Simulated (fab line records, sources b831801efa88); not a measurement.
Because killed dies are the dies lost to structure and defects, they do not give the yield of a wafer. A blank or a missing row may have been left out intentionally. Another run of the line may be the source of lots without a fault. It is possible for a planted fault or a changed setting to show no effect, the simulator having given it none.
Chamber matching + flow gf180mcu + GF_POLY_GATE_ETCH_13 on rie-si-01 has 4 sister chambers
The step etches poly-Si in HBr/Cl2, stops on SiO2, target depth 198.5 nm, time 69.6 s. 4 wafers are shown with their chamber, then 10 later ones without.

== WAFERS, EACH WITH ITS CHAMBER ==
| wafer  | chamber | drypump-motor-current-A (A) |
|--------|---------|-----------------------------|
| L532.2 | 1       | 6.5                         |
| L532.4 | 0       | 5.4                         |
| L533.1 | 2       | 6.4                         |
| L533.3 | 3       | 5.2                         |

== WAFERS WITH NO CHAMBER GIVEN ==
| wafer  | drypump-motor-current-A (A) |
|--------|-----------------------------|
| L533.6 | 6.5                         |
| L537.2 | 6.5                         |
| L537.3 | 5.2                         |
| L537.4 | 5.3                         |
| L538.2 | 6.5                         |
| L538.3 | 5.1                         |
| L538.6 | 5.1                         |
| L539.1 | 6.5                         |
| L539.3 | 5.4                         |
| L539.6 | 6.5                         |

== THE CHAMBER EACH PASSED THROUGH ==
| wafer  | from the rows above     | in truth |
|--------|-------------------------|----------|
| L533.6 | can't be placed: 1 or 2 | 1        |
| L537.2 | can't be placed: 1 or 2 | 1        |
| L537.3 | 3                       | 3        |
| L537.4 | can't be placed: 3 or 0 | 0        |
| L538.2 | can't be placed: 1 or 2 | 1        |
| L538.3 | 3                       | 3        |
| L538.6 | 3                       | 3        |
| L539.1 | can't be placed: 1 or 2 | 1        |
| L539.3 | 0                       | 0        |
| L539.6 | can't be placed: 1 or 2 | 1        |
Correctly placed: 4 of 10. Not placeable from these rows: 6 (in 6, the candidates include the true chamber). 0 placed wrongly.
How it was worked out, from the rows above alone: a wafer's distance from a chamber is the root of the sum, over the readings, of the square of ((its reading less the chamber's mean) divided by the reading's scatter). The wafer belongs to the nearest chamber; if the next one is less than 2 further off, it can't be placed. The mean given for a chamber averages the wafers shown for that chamber. The scatter (one wafer shown for each chamber): square how far every hidden wafer sits from the nearest shown wafer, average those squares and take the square root.
